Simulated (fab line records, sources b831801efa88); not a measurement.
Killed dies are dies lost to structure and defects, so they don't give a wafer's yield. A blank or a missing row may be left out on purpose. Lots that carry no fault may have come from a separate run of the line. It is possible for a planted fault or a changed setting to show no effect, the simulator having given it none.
One fault seen from 2 desks	flow sky130	every desk sees just its own numbers, and what lay behind them comes last

## FOR THE TOOL OWNER'S DESK: pvdSputter-01
The tool's own readings at SKY_METAL1_SPUTTER_00 (material Ti, target thk 15 nm, time 10 s): means of the sampled wafers that have a number, for each lot that ran on this tool. Any lot whose mean is over 4 standard deviations away from the usual mean is out of limits and marked OUT; that distance is given in the brackets.
Columns: A = throttleValvePct at SKY_METAL1_SPUTTER_00, usual 29.9 %
lot	first seen here	A
L835	day 33 15:07	30.1
L836	day 33 18:17	30.1
L851	day 38 21:53	29.5
L852	day 39 05:40	30.1
This desk's verdict: no lot among the 4 shows anything out of limits.

## THE METROLOGY DESK
Lot by lot, what the gauges showed, no matter which tool ran the lot: averages of those sampled wafers that carry a number. Any lot whose mean is over 4 standard deviations away from the usual mean is out of limits and marked OUT; that distance is given in the brackets.
Columns: A = PASSIVATION_CVD_02_THK at SKY_PASSIVATION_THK_MEAS_03, usual 540 nm
lot	first seen here	A
L830	day 44 03:13	542
L831	day 44 10:30	546
L835	day 45 14:28	532
L836	day 45 18:10	533
L842	day 47 12:58	542
L843	day 47 16:01	541
L846	day 48 07:11	549
L847	day 48 08:22	543
L848	day 48 23:01	541
L850	day 49 03:33	536
L851	day 49 17:46	540
L852	day 49 21:12	536
L853	day 50 02:12	543
This desk's verdict: no lot among the 13 shows anything out of limits.

## ALL TOGETHER
The desk of the tool owner found nothing out of limits.
At the metrology desk, nothing out of limits was observed.

## WHAT THE SIMULATOR HAD PUT IN
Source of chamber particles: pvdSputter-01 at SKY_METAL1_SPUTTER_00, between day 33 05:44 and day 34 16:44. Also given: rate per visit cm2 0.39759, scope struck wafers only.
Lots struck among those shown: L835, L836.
